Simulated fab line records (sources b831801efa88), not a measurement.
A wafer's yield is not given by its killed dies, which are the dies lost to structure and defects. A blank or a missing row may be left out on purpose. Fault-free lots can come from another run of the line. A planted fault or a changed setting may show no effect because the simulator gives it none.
Struck lot and sound lot, side by side || flow sky130 || 23 out of 708 route steps
Sound: these wafers, L147.3, L147.5, L147.6. Struck: wafers L155.1, L155.3, L155.5. The cause comes at the end.
At each step with rows: each side's tool, then ch and its chambers, then its first start. Under that, the readings that differ: sound wafers || struck wafers || difference of the means || sigmas: that difference in standard deviations of wafers without a fault.
alike: readings with means less than 2 such deviations apart, plus words and numbers identical on both sides. not compared: withheld readings, readings lacking a value on some wafer, bounds such as >300 that could conceal the same value, and numbers that have no deviation in the record and whose values overlap.
A row with sigmas, a row that says differs or no value, or rows on one side alone: a step with any of these is where the two part. Non-overlapping numbers with no deviation appear without sigmas and do not part them. A reading that every wafer of one side lacks parts them only if that side has two wafers or more.

SKY_VIA1_THK_MEAS_23: measures by xrf.
  sound: filmMetro-03 at day 37 09:57; struck: filmMetro-02 at day 39 18:04
  alike: VIA1_W_THK
then, 1 step without rows for these wafers: SKY_VIA1_CMP_24 (polishes, stops on SiO2, t overpolish 15 s, target thk 0 nm).
SKY_METAL2_SPUTTER_00: material Ti, target thk 15 nm, time 10 s.
  sound: pvdSputter-04 at day 37 10:17; struck: pvdSputter-04 at day 39 18:25
  alike: throttleValvePct
SKY_METAL2_SPUTTER_01: material TiN, target thk 20 nm, time 16.7 s.
  sound: pvdSputter-04 at day 37 10:19; struck: pvdSputter-04 at day 39 18:26
  alike: throttleValvePct
SKY_METAL2_SPUTTER_02: material AlCu, target thk 250 nm, time 13.3 s.
  sound: pvdSputter-04 at day 37 10:20; struck: pvdSputter-04 at day 39 18:28
  alike: throttleValvePct
SKY_METAL2_SPUTTER_03: material Ti, target thk 5 nm, time 3.3 s.
  sound: pvdSputter-04 at day 37 10:22; struck: pvdSputter-04 at day 39 18:29
  alike: throttleValvePct
SKY_METAL2_SPUTTER_04: material TiN, target thk 70 nm, time 58.3 s.
  sound: pvdSputter-04 at day 37 10:23; struck: pvdSputter-04 at day 39 18:31
  alike: throttleValvePct
SKY_METAL2_RS_MEAS_05: a four-point-probe measurement.
  sound: filmMetro-02 at day 37 10:28; struck: filmMetro-04 at day 39 18:34
  alike: METAL2_ALCU_RS
SKY_METAL2_THK_MEAS_06: measures by xrf.
  sound: filmMetro-02 at day 37 10:34; struck: filmMetro-04 at day 39 18:41
  alike: METAL2_ALCU_THK
then, 3 steps without rows for these wafers: SKY_METAL2_DEHYDRATE_07 (time 60 s); SKY_METAL2_HMDS_08 (prime time 60 s); SKY_METAL2_COAT_09 (resist thk 60 nm).
SKY_METAL2_COAT_10: resist thk 450 nm.
  sound on lithoTrack-02 ch 0, day 37 23:00; struck on lithoTrack-04 ch 0, day 40 07:00
{"reading": "spinSpeedRpm (rpm)", "sound": "2998.6 2997.5 3001.4", "struck": "2955.5 2954.1 2959.4", "difference": -42.8, "sigmas": -19}
{"reading": "model.KrF-thick_of_METAL2_COAT_10.thkNm (nm)", "sound": "448.9 449.3 449.2", "struck": "453.7 455.6 453.6", "difference": "+5.2", "sigmas": ""}
then, 4 steps without rows for these wafers: SKY_METAL2_SOFTBAKE_11 (time 90 s); SKY_METAL2_EXPOSE_12 (exposes mask MM2, target cd 140 nm); SKY_METAL2_PEB_13; SKY_METAL2_DEVELOP_14 (develop time 60 s).
SKY_METAL2_CD_MEAS_15: the cd target is 140 nm.
  sound: cdSem-01 at day 38 12:52; struck: cdSem-01 at day 40 19:06
  alike: cdNm
SKY_METAL2_OVL_MEAS_16:
  sound: overlay-02 at day 38 12:58; struck: overlay-02 at day 40 19:13
  alike: METAL2_OVL
then, 1 step without rows for these wafers: SKY_METAL2_DESCUM_17 (chemistry O2, time 8 s).
SKY_METAL2_ETCH_18: etches BARC in N2/H2, stops on SiO2, time 45.9 s, target depth 60 nm.
  sound on rieMetal-01 ch 0,1, day 38 13:02; struck on rieMetal-01 ch 1, day 40 19:18
{"reading": "model.KrF-thick_of_METAL2_COAT_10.thkNm (nm)", "sound": "391.1 391.4 392", "struck": "395.6 397.9 395.6", "difference": "+4.9", "sigmas": ""}
  alike: drypumpMotorCurrentA, oesProductAu, throttleValvePct
  not compared: rfHoursCounterH
then, 1 step without rows for these wafers: SKY_METAL2_METAL_ETCH_19 (etches the open film in Cl2/BCl3, stops on SiO2, target depth 360 nm, time 78 s).
-- the record jumps here: 9 days lie between the struck wafers' starts before and after (it left off in module METAL2 and takes up again in module PAD_OPEN, whose first step shown is number 708 of the route) --
SKY_PAD_OPEN_PROBE_99:
  sound: prober-01 at day 48 11:49; struck: prober-02 at day 50 01:57
  alike: defectLimitedYield, killed_at_M0_to_M3, killed_at_M4_up, killedAtContacts, killedAtFrontEnd, killedAtOther, killedDies, killedOpen, killedShort, sort_bin_3_pad_short, sort_bin_5_function, sort_bin_6_memory, sortNPass, sortYieldPct

## WHERE THEY PART
Within this record, at SKY_METAL2_COAT_10 only. Later steps at which nothing parts them and some readings are alike: SKY_METAL2_CD_MEAS_15, SKY_METAL2_OVL_MEAS_16, SKY_METAL2_ETCH_18, SKY_PAD_OPEN_PROBE_99.

WHY: whatever the simulator had introduced
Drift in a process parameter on lithoTrack-04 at SKY_METAL2_COAT_10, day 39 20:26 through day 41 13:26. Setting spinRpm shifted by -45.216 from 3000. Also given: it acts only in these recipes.
